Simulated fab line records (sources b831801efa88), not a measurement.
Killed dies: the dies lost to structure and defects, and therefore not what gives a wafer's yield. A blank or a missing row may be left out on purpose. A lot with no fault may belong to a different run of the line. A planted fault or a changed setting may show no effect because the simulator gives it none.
Code-filled problem report in 8D (eight disciplines) form + flow gf180mcu + the parts of the form that need people (team, actions taken, sign-off) are left out

## 1. PROBLEM STATEMENT
oesProductAu at GF_SAB_ETCH_11 reads a mean of 0.778 a.u. on 3 wafers of 3 lots; wafers without a fault read 1.000 a.u. with a standard deviation of 0.0087. That is -26 standard deviations from the usual mean.
The step: etches SiO2 in C4F8/O2/Ar, target depth 55 nm, time 8.5 s.
The first sign was on wafer L100.2 at day 20 06:31, on rieDiel-02. At this step, 42 wafers from 15 lots have a number in the record. Rule for "out", or "out of limits": more than 4 standard deviations from the usual mean. All remaining wafers that have a number are taken as sound.

## 2. WHAT THIS IS AND IS NOT
| question                    | is                     | is not                                                                                                   |
|-----------------------------|------------------------|----------------------------------------------------------------------------------------------------------|
| which readings at this step | oesProductAu           | -                                                                                                        |
| which lots                  | L100, L101, L102       | L105, L106, L107, L108, L109, L987, L988, L989, L990, L991, L992, L993                                   |
| which wafers of those lots  | L100.2, L101.5, L102.5 | L100.1, L101.1, L102.1                                                                                   |
| read on which tools         | rieDiel-02             | rieDiel-01, rieDiel-03                                                                                   |
| when                        | from day 20 06:31      | up to then (22 sound wafers); but 17 sound wafers of L101, L102, L105, L106, L107, L108, L109 came after |

## 3. THE SUSPECTS, EACH WITH WHAT RULES IT OUT
Counting: any tool at a process step up to the reading remains a suspect provided it ran every lot that is out. Sound lots after the first of them don't rule it out here, since some wafers of a struck lot are sound.
- rieDiel-02 at GF_SAB_ETCH_11 (etches SiO2 in C4F8/O2/Ar, target depth 55 nm, time 8.5 s): kept. It ran every lot that is out, first L100 (day 20 06:31); its last sound lot up to then is L993 (day 17 04:25). Its own oesProductAu readings are out on those wafers.
The count leaves rieDiel-02 at GF_SAB_ETCH_11.

## 4. THE CAUSE (what the simulator had put in)
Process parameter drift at GF_SAB_ETCH_11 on rieDiel-02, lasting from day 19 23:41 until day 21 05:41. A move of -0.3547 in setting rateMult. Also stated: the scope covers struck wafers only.
Counting left only this tool.

## 5. THE EFFECT CHAIN, in route order
One row per reading whose mean, taken over the struck wafers that have a number, lies over 3 standard deviations from the usual. Readings are gone through only where the record gives a usual standard deviation; hours: the median, over the lots, of the time from a lot's start at the first step in this table giving one to that lot's start at this step; sigmas: the change measured in usual standard deviations.
| hours | step           | reading      | usual      | on struck wafers | change | sigmas |
|-------|----------------|--------------|------------|------------------|--------|--------|
| 0     | GF_SAB_ETCH_11 | oesProductAu | 1.000 a.u. | 0.778            | -0.222 | -26    |
Here are the process steps it includes:
- GF_SAB_ETCH_11: etches SiO2 in C4F8/O2/Ar, target depth 55 nm, time 8.5 s.

## 6. HOW IT WOULD HAVE BEEN CAUGHT EARLIER
In this record no reading fell out of limits until day 20 06:31, 7 hours after the fault had begun at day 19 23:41.
